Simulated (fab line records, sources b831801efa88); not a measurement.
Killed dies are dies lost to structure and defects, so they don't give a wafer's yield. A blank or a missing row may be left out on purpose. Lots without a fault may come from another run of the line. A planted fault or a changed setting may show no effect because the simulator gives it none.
Chamber matching | flow gf180mcu | GF_CONTACT_CVD_02 on pecvd-02: 3 sister chambers
The step deposits SiO2 from TEOS, target thk 860 nm, time 95.992 s. 6 wafers are shown with their chamber, then 12 later ones without.

WAFERS WITH THEIR CHAMBER
wafer  | chamber | heater_power_w (W)
L091.1 | 1       | 661
L091.2 | 2       | 501
L091.3 | 0       | 892
L091.4 | 2       | 539
L091.5 | 0       | 901
L091.6 | 1       | 497

WAFERS WITHOUT THEIR CHAMBER
wafer  | heater_power_w (W)
L093.1 | 629
L093.2 | 558
L093.3 | 745
L093.4 | 856
L093.5 | 557
L093.6 | 641
L094.2 | 907
L094.3 | 486
L094.5 | 588
L097.2 | 598
L097.3 | 918
L097.4 | 530

WHICH CHAMBER EACH WENT THROUGH
wafer  | from the rows above          | in truth
L093.1 | can't be placed: 1 or 2      | 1
L093.2 | can't be placed: 1 or 2      | 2
L093.3 | can't be placed: 0 or 1 or 2 | 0
L093.4 | 0                            | 0
L093.5 | can't be placed: 1 or 2      | 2
L093.6 | can't be placed: 1 or 2      | 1
L094.2 | 0                            | 0
L094.3 | can't be placed: 2 or 1      | 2
L094.5 | can't be placed: 1 or 2      | 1
L097.2 | can't be placed: 1 or 2      | 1
L097.3 | 0                            | 0
L097.4 | can't be placed: 2 or 1      | 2
Placed correctly: 3 of 12. Can't be placed from these rows: 9 (the true chamber is among the candidates in 9). Placed wrongly: 0.
How it was worked out, from the rows above alone: a wafer's distance from a chamber is the root of the sum, over the readings, of the square of ((its reading less the chamber's mean) divided by the reading's scatter). The wafer belongs to the nearest chamber; if the next one is less than 2 further off, it can't be placed. A chamber's mean is the mean of its shown wafers. The scatter: the root of (the sum of the squares of (reading less its chamber's mean) over the shown wafers, divided by (wafers less chambers)).
